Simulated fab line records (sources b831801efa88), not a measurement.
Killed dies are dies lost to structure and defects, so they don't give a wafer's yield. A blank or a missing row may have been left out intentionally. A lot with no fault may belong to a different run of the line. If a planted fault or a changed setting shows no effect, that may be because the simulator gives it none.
Matching of chambers | flow gf180mcu | rie diel-03 running GF_V1_ETCH_16: 4 sister chambers
The step etches BARC in N2/H2. 18 wafers are shown with their chamber, then 9 later ones without.

== WAFERS, EACH WITH ITS CHAMBER ==
wafer  | chamber | drypump motor current A (A) | throttle valve pct (%) | oes product au (a.u.)
L074.3 | 0       | 5.8                         | 13.223                 | 0.853
L074.4 | 0       | 5.8                         | 13.223                 | 0.849
L074.5 | 3       | 5.0                         | 13.208                 | 0.851
L076.1 | 3       | 5.0                         | 13.239                 | 0.854
L076.5 | 3       | 5.0                         | 13.225                 | 0.851
L076.6 | 2       | 6.4                         | 13.217                 | 0.856
L078.1 | 0       | 5.8                         | 13.232                 | 0.852
L078.4 | 3       | 5.0                         | 13.225                 | 0.858
L078.5 | 0       | 5.8                         | 13.241                 | 0.861
L079.2 | 3       | 5.0                         | 13.230                 | 0.849
L079.3 | 0       | 5.8                         | 13.234                 | 0.860
L079.5 | 3       | 5.0                         | 13.211                 | 0.852
L082.1 | 3       | 5.0                         | 13.227                 | 0.847
L082.2 | 2       | 6.5                         | 13.228                 | 0.852
L082.6 | 2       | 6.5                         | 13.229                 | 0.854
L085.3 | 1       | 5.7                         | 13.238                 | 0.849
L085.4 | 2       | 6.4                         | 13.216                 | 0.855
L085.6 | 2       | 6.5                         | 13.201                 | 0.849

SIGNATURES (averages over the wafers above)
reading                 | chamber 0 | chamber 1 | chamber 2 | chamber 3 | scatter within a chamber
drypump motor current A | 5.800     | 5.700     | 6.460     | 5.000     | 0.0293
throttle valve pct      | 13.23060  | 13.23800  | 13.21820  | 13.22357  | 0.0102
oes product au          | 0.85500   | 0.84900   | 0.85320   | 0.85171   | 0.00393
Rule: distance of a wafer from a chamber = root of the sum over the readings of ((wafer's reading minus chamber's mean) / reading's scatter) squared. If the next closest chamber is less than 2 further off than the closest, the wafer can't be placed; otherwise it belongs to the closest. The scatter is the square root of a quotient: the sum, over the shown wafers, of each reading's squared deviation from its chamber's mean, divided by wafers minus chambers.

== WAFERS WHOSE CHAMBER IS MISSING ==
wafer  | drypump motor current A (A) | throttle valve pct (%) | oes product au (a.u.)
L087.3 | 6.5                         | 13.223                 | 0.854
L087.4 | 5.0                         | 13.211                 | 0.858
L087.6 | 6.4                         | 13.227                 | 0.852
L088.1 | 5.7                         | 13.238                 | 0.851
L088.4 | 5.0                         | 13.225                 | 0.846
L088.5 | 5.8                         | 13.226                 | 0.850
L094.1 | 5.0                         | 13.232                 | 0.865
L094.2 | 5.8                         | 13.224                 | 0.853
L094.5 | 6.4                         | 13.207                 | 0.857

== WHICH CHAMBER EACH ONE RAN IN ==
wafer  | from the rows above | in truth
L087.3 | 2                   | 2
L087.4 | 3                   | 3
L087.6 | 2                   | 2
L088.1 | 1                   | 1
L088.4 | 3                   | 3
L088.5 | 0                   | 0
L094.1 | 3                   | 3
L094.2 | 0                   | 0
L094.5 | 2                   | 2
9 of 9 placed correctly. From these rows, 0 cannot be placed. Number placed wrongly: 0.
